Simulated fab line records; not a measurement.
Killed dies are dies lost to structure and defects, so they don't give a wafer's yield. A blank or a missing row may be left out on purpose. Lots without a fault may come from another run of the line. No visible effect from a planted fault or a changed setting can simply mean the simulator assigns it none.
Comparing a struck lot with a sound one / flow gf180mcu / 13 out of 602 route steps
Sound: wafers L745.4, L745.5, L745.6. Struck: wafers L736.2, L736.3, L736.5. The cause is given at the end.
Order at every step that has rows: each side's tool, ch and its chambers, its first start. Under that, the readings that differ: sound wafers / struck wafers / difference of the means / sigmas: that difference in standard deviations of wafers without a fault.
alike: a reading whose means differ by less than 2 such deviations, as well as words and numbers matching on both sides. not compared: withheld readings; readings where some wafer has no value; bounds like >300 that might hide an equal value; numbers whose values overlap and for which the record gives no deviation.
The two part at a step that has a row with sigmas, a row that says differs or no value, or rows on one side only. Numbers that have no deviation but don't overlap get no sigmas and don't part them. Lack of a reading on every wafer of one side parts them only where that side has two or more wafers.

GF_V3_CD_MEAS_14: target cd 260 nm.
  struck on cd-sem-02, day 25 22:05; sound on cd-sem-02, day 29 04:05
  alike: cd-nm
GF_V3_OVL_MEAS_15:
  struck on overlay-02, day 25 22:12; sound on overlay-01, day 29 04:10
  alike: V3_OVL
GF_V3_ETCH_16: etches BARC in N2/H2.
  sound on rie-diel-03 ch 2,3, day 29 04:11; struck on rie-diel-03 ch 1,3, day 25 22:14
  alike: drypump-motor-current-A, n2-flow-sccm, oes-product-au, throttle-valve-pct
GF_V3_ETCH_17: etches SiO2 in C4F8/O2/Ar, stops on TiN, target depth 635 nm.
  sound: rie-diel-03 ch 2,3; struck: rie-diel-03 ch 1,3
  alike: oes-product-au
GF_V3_STRIP_18: strips in O2/N2.
  sound on plasma-asher-04 ch 0,1, day 29 04:20; struck on plasma-asher-04 ch 0,1, day 25 22:22
  alike: drypump-motor-current-A, heater-power-w, n2-flow-sccm, oes-product-au
  not compared: rf-hours-counter-h
then, 2 steps without rows for these wafers: GF_V3_STRIP_19 (strips in post etch residue remover, time 1200 s); GF_V3_CLEAN_20 (cleans in DIW).
GF_V3_SPUTTER_21: material Ti, target thk 15 nm, time 80.02 s.
  struck on pvd-sputter-04, day 25 22:53; sound on pvd-sputter-04, day 29 04:51
  alike: throttle-valve-pct
GF_V3_SPUTTER_22: material TiN, target thk 10 nm, time 40 s.
  struck on pvd-sputter-04, day 25 22:57; sound on pvd-sputter-04, day 29 04:55
  alike: throttle-valve-pct
then, 1 step without rows for these wafers: GF_V3_CVD_23 (deposits W, target thk 350 nm, time 104.9 s).
GF_V3_RS_MEAS_24: uses a four-point probe to measure.
  struck on film-metro-03, day 25 23:07; sound on film-metro-04, day 29 05:07
  alike: V3_W_RS
GF_V3_THK_MEAS_25: measures by xrf.
  struck on film-metro-03, day 25 23:14; sound on film-metro-04, day 29 05:13
  alike: V3_W_THK
GF_V3_CMP_26: polishes, stops on SiO2, t overpolish 15 s, target thk 0 nm.
  sound on cmp-01 ch 0,3, day 29 05:17; struck on cmp-01 ch 1,2,3, day 25 23:17
  no value came back on the struck wafers for any of 7 readings (edge-zone-pressure-frac, head-pressure-psi (psi) and others); on the sound wafers edge-zone-pressure-frac reads 0.998 1.000 0.992
reading=model.W_of_V3_CVD_23.thk-nm (nm); sound=0 0 0; struck=361.8 364.9 357.9; difference=+361.5; sigmas=
reading=model.SiO2_of_V3_CVD_02.thk-nm (nm); sound=628.8 629.6 629.6; struck=632.6 633.4 634.7; difference=+4.2; sigmas=

## WHERE THEY PART
At GF_V3_CMP_26 and nowhere else, as far as this record goes.

WHY: the cause the simulator had injected
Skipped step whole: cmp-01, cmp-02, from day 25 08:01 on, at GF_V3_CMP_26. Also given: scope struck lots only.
